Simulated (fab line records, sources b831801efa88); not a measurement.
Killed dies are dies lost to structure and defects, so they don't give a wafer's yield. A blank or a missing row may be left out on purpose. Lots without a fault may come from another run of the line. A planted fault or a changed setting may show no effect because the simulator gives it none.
Which tool did it? | flow gf180mcu | 14 lots, 42 wafers sampled, at 5 steps of a route of 602

WHAT THE GAUGES READ, wafer by wafer
GF_LVPWELL_OVL_MEAS_07. Usual: LVPWELL_OVL 0.7 nm, standard deviation 1.3.
lot  | measured    | on         | LVPWELL_OVL (nm) | flag
L573 | day 4 08:09 | overlay-01 | 2.7 2.4 1.1      |
L572 | day 4 10:23 | overlay-02 | 1.3 2.3 -0.9     |
L574 | day 4 16:43 | overlay-02 | -0.2 -0.1 -0.5   |
L576 | day 4 20:17 | overlay-01 | -0.5 0.8 0.0     |
L575 | day 4 21:41 | overlay-02 | 2.5 2.8 3.6      |
L577 | day 5 04:09 | overlay-02 | 3.8 2.5 1.7      |
L578 | day 5 08:37 | overlay-01 | - - -            | OFF
L579 | day 5 16:37 | overlay-02 | - - -            | OFF
L580 | day 5 17:55 | overlay-02 | - - -            | OFF
L581 | day 5 21:38 | overlay-02 | 0.6 1.2 0.7      |
L589 | day 8 07:45 | overlay-01 | 1.2 -1.7 -0.9    |
L590 | day 8 16:46 | overlay-02 | 0.8 3.8 1.9      |
L591 | day 8 17:49 | overlay-01 | 0.4 2.0 1.2      |
L592 | day 9 03:55 | overlay-01 | -0.3 -1.3 -0.2   |

GF_MVPSD_TW_MEAS_11. Usual: MVPSD_TW 549, standard deviation 10.
lot  | measured     | on            | MVPSD_TW    | flag
L573 | day 5 13:13  | film_metro-02 | 542 540 541 |
L572 | day 5 15:26  | film_metro-01 | 549 548 551 |
L574 | day 5 21:20  | film_metro-03 | 563 565 564 |
L576 | day 6 00:39  | film_metro-03 | 562 564 562 |
L575 | day 6 00:44  | film_metro-01 | 545 545 547 |
L577 | day 6 09:25  | film_metro-01 | 547 549 546 |
L578 | day 6 12:57  | film_metro-03 | 701 701 699 | OFF
L579 | day 6 22:02  | film_metro-03 | 703 705 702 | OFF
L580 | day 6 23:28  | film_metro-03 | 702 702 703 | OFF
L581 | day 7 02:45  | film_metro-02 | 537 535 535 |
L589 | day 9 18:50  | film_metro-03 | 562 561 560 |
L590 | day 10 05:08 | film_metro-01 | 547 547 548 |
L591 | day 10 05:29 | film_metro-03 | 563 562 562 |
L592 | day 10 15:54 | film_metro-01 | 547 549 546 |

GF_VT_IMPLANT_TW_MEAS_10. Usual: VT_IMPLANT_TW 554, standard deviation 5.7.
lot  | measured     | on            | VT_IMPLANT_TW | flag
L573 | day 6 03:28  | film_metro-04 | 557 558 556   |
L572 | day 6 05:20  | film_metro-01 | 561 560 554   |
L574 | day 6 11:10  | film_metro-02 | 542 544 543   |
L576 | day 6 14:16  | film_metro-02 | 543 543 546   |
L575 | day 6 14:44  | film_metro-04 | 552 557 557   |
L577 | day 6 23:41  | film_metro-02 | 546 544 545   |
L578 | day 7 03:31  | film_metro-04 | 690 688 684   | OFF
L579 | day 7 12:37  | film_metro-01 | 691 694 691   | OFF
L580 | day 7 13:55  | film_metro-04 | 691 687 686   | OFF
L581 | day 7 17:38  | film_metro-02 | 544 545 544   |
L589 | day 10 13:26 | film_metro-04 | 556 559 558   |
L590 | day 10 23:13 | film_metro-04 | 562 560 556   |
L591 | day 10 23:35 | film_metro-04 | 557 561 558   |
L592 | day 11 10:44 | film_metro-04 | 558 560 556   |

WHICH TOOL RAN EACH LOT (tool, then ch and the chambers of the sampled wafers, then the start)
lot  | GF_LVPWELL_COAT_02               | GF_VT_IMPLANT_STRIP_09
L573 | litho_track-03 ch 0, day 4 01:34 | plasma_asher-04 ch 0,1, day 6 03:22
L572 | litho_track-02 ch 0, day 4 03:13 | plasma_asher-04 ch 0,1, day 6 05:14
L574 | litho_track-03 ch 0, day 4 09:38 | plasma_asher-02 ch 0,1, day 6 11:04
L576 | litho_track-01 ch 0, day 4 13:29 | plasma_asher-04 ch 0,1, day 6 14:10
L575 | litho_track-01 ch 0, day 4 14:44 | plasma_asher-01 ch 0,1, day 6 14:38
L577 | litho_track-01 ch 0, day 4 21:34 | plasma_asher-01 ch 0,1, day 6 23:34
L578 | litho_track-02, day 5 01:07      | plasma_asher-02 ch 0,1, day 7 03:25
L579 | litho_track-03, day 5 09:14      | plasma_asher-04 ch 0,1, day 7 12:31
L580 | litho_track-02, day 5 10:34      | plasma_asher-02 ch 0,1, day 7 13:49
L581 | litho_track-03 ch 0, day 5 14:34 | plasma_asher-02 ch 0,1, day 7 17:32
L589 | litho_track-02 ch 0, day 7 23:22 | plasma_asher-04 ch 0,1, day 10 13:21
L590 | litho_track-01 ch 0, day 8 08:05 | plasma_asher-01 ch 0,1, day 10 23:07
L591 | litho_track-03 ch 0, day 8 09:17 | plasma_asher-01 ch 0,1, day 10 23:29
L592 | litho_track-03 ch 0, day 8 19:55 | plasma_asher-04 ch 0,1, day 11 10:37
- GF_LVPWELL_COAT_02: resist thk 3000 nm.
- GF_VT_IMPLANT_STRIP_09: strips in O2/N2.

WHAT THE TOOLS THEMSELVES READ (means of the sampled wafers that have a number; where no wafer has one, the mark that the record gives instead)
GF_LVPWELL_COAT_02. Usual: chill_plate_temp_C 22.99 C, standard deviation 0.11; dispense_pressure_kPa 49 kPa, standard deviation 3.
lot  | tool           | chill_plate_temp_C (C) | dispense_pressure_kPa (kPa) | flag
L573 | litho_track-03 | 22.96                  | 47                          |
L572 | litho_track-02 | 23.00                  | 48                          |
L574 | litho_track-03 | 23.16                  | 47                          |
L576 | litho_track-01 | 22.88                  | 54                          |
L575 | litho_track-01 | 22.84                  | 54                          |
L577 | litho_track-01 | 22.96                  | 54                          |
L578 | litho_track-02 | -                      | -                           | OFF
L579 | litho_track-03 | -                      | -                           | OFF
L580 | litho_track-02 | -                      | -                           | OFF
L581 | litho_track-03 | 22.97                  | 46                          |
L589 | litho_track-02 | 23.01                  | 48                          |
L590 | litho_track-01 | 23.04                  | 54                          |
L591 | litho_track-03 | 23.14                  | 47                          |
L592 | litho_track-03 | 23.03                  | 47                          |

GF_VT_IMPLANT_STRIP_09. Usual: drypump_motor_current_A 5.68 A, standard deviation 0.22; heater_power_w 322 W, standard deviation 39; n2_flow_sccm 300.1 sccm, standard deviation 1.4; oes_product_au 0.716 a.u., standard deviation 0.0045; strip_time_to_endpoint_s 12.63 s, standard deviation 0.034.
lot  | tool            | drypump_motor_current_A (A) | heater_power_w (W) | n2_flow_sccm (sccm) | oes_product_au (a.u.) | strip_time_to_endpoint_s (s) | flag
L573 | plasma_asher-04 | 5.67                        | 341                | 300.4               | 0.717                 | 12.61                        |
L572 | plasma_asher-04 | 5.70                        | 372                | 300.4               | 0.715                 | 12.61                        |
L574 | plasma_asher-02 | 5.58                        | 323                | 299.7               | 0.717                 | 12.67                        |
L576 | plasma_asher-04 | 5.66                        | 341                | 299.4               | 0.715                 | 12.62                        |
L575 | plasma_asher-01 | 5.81                        | 301                | 300.1               | 0.714                 | 12.63                        |
L577 | plasma_asher-01 | 5.66                        | 298                | 300.2               | 0.717                 | 12.61                        |
L578 | plasma_asher-02 | 5.41                        | 314                | 299.7               | 0.716                 | 12.62                        |
L579 | plasma_asher-04 | 5.68                        | 341                | 299.4               | 0.716                 | 12.68                        |
L580 | plasma_asher-02 | 5.41                        | 317                | 299.9               | 0.716                 | 12.67                        |
L581 | plasma_asher-02 | 5.41                        | 315                | 298.9               | 0.717                 | 12.61                        |
L589 | plasma_asher-04 | 5.71                        | 373                | 299.5               | 0.719                 | 12.66                        |
L590 | plasma_asher-01 | 5.84                        | 298                | 299.8               | 0.713                 | 12.65                        |
L591 | plasma_asher-01 | 5.67                        | 298                | 305.0               | 0.713                 | 12.60                        | OFF
L592 | plasma_asher-04 | 5.71                        | 369                | 301.0               | 0.713                 | 12.69                        |

THE ANSWER, worked out from the rows above alone
Rule: a lot is off if the mean of its wafers that have a number lies more than 3 standard deviations from the usual mean. A lot without any number at a reading at which 4 lots or more have one is off too. The other lots that the step has rows for count as sound. The gauges are gone through in route order, then the tools' own readings, and for those a lot's mean is taken as printed above. The first step at which some lot is off is used, and at that step the reading that is off furthest; a lot without a number counts as furthest.
Off: L578, L579, L580, at GF_LVPWELL_OVL_MEAS_07 (LVPWELL_OVL). Without a number there: L578, L579, L580.
A tool fits if, at a process step before that reading, it ran every lot that is off, and no sound lot after the first of them. The gauges at GF_LVPWELL_OVL_MEAS_07 aren't tried: what is off there is off at GF_MVPSD_TW_MEAS_11 too, on other tools, and a gauge's error can't cause that. None of those tried fits.

WHAT THE SIMULATOR HAD PUT IN
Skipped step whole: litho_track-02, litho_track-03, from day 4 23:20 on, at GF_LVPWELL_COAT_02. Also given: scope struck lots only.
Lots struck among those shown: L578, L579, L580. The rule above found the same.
